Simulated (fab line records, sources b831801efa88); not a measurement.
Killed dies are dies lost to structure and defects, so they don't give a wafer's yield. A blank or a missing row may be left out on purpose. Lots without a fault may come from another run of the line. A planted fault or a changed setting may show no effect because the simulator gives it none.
A struck lot beside a sound one | flow sky130 | 20 steps out of a route of 708
Sound: wafers L508.1, L508.4, L508.6. Struck: wafers L520.1, L520.5, L520.6. The cause comes at the end.
At each step with rows: each side's tool, then ch and its chambers, then its first start. Under that, the readings that differ: sound wafers | struck wafers | difference of the means | sigmas: that difference in standard deviations of wafers without a fault.
alike: readings whose means differ by less than 2 such deviations, and words and numbers that are the same on both sides. not compared: withheld readings, readings that some wafer has no value for, bounds like >300 that may hide the same value, and numbers for which the record gives no deviation and whose values overlap.
The two part at a step that has a row with sigmas, a row that says differs or no value, or rows on one side only. Numbers that don't overlap but have no deviation are shown without sigmas and don't part them. A reading that every wafer of one side lacks parts them only if that side has two wafers or more.

SKY_POLY_GATE_CD_MEAS_22:
  sound on cd_sem-01, day 17 14:49; struck on cd_sem-02, day 21 09:07
  alike: cd_nm
then, 7 steps without rows for these wafers: SKY_LDD_N_DEHYDRATE_00 (time 60 s); SKY_LDD_N_HMDS_01 (prime time 60 s); SKY_LDD_N_COAT_02 (resist thk 300 nm); SKY_LDD_N_SOFTBAKE_03 (time 60 s); SKY_LDD_N_EXPOSE_04 (exposes mask NTM, target cd 840 nm); SKY_LDD_N_PEB_05; SKY_LDD_N_DEVELOP_06 (develop time 60 s).
SKY_LDD_N_OVL_MEAS_07:
  sound on overlay-02, day 18 21:04; struck on overlay-01, day 22 16:40
  reading        | sound        | struck         | difference | sigmas
  LDD_N_OVL (nm) | 0.3 -0.3 1.2 | -3.8 -2.9 -3.4 | -3.8       | -3
then, 3 steps without rows for these wafers: SKY_LDD_N_IMPLANT_08; SKY_LDD_N_IMPLANT_09; SKY_LDD_N_IMPLANT_10.
SKY_LDD_N_IMPLANT_11:
  sound on implanter-04 ch 0, day 18 21:33; struck on implanter-01 ch 0, day 22 17:09
  reading            | sound                        | struck                        | difference | sigmas
  dose_ions_cm2      | 7.51e+13 7.504e+13 7.502e+13 | 8.441e+13 8.432e+13 8.439e+13 | +9.320e+12 | +99 or more
  faraday_current_uA | 426 434 416                  | 474 479 474                   | +50        | +6
then, 4 steps without rows for these wafers: SKY_LDD_N_IMPLANT_12; SKY_LDD_N_IMPLANT_13; SKY_LDD_N_IMPLANT_14; SKY_LDD_N_IMPLANT_15.
SKY_LDD_N_STRIP_16: strips in O2/N2.
  sound on plasma_asher-04 ch 0,1, day 18 22:18; struck on plasma_asher-03 ch 0,1, day 22 17:54
  reading                      | sound             | struck            | difference | sigmas
  strip_time_to_endpoint_s (s) | 4.313 4.326 4.303 | 4.356 4.340 4.337 | +0.030     | +3
  alike: drypump_motor_current_A, oes_product_au
  not compared: rf_hours_counter_h
SKY_LDD_N_TW_MEAS_17:
  sound on film_metro-03, day 18 22:24; struck on film_metro-01, day 22 18:00
  alike: LDD_N_TW
-- the record jumps here: 27 days lie between the struck wafers' starts before and after (it left off in module LDD_N and takes up again in module PAD_OPEN, whose first step shown is number 708 of the route) --
SKY_PAD_OPEN_PROBE_99:
  the record has rows for the struck wafers here (prober-01, day 49 09:22) and none for the sound ones

WHERE THEY PART
First at SKY_LDD_N_OVL_MEAS_07; last, within this record, at SKY_PAD_OPEN_PROBE_99.

WHY: what the simulator had put in
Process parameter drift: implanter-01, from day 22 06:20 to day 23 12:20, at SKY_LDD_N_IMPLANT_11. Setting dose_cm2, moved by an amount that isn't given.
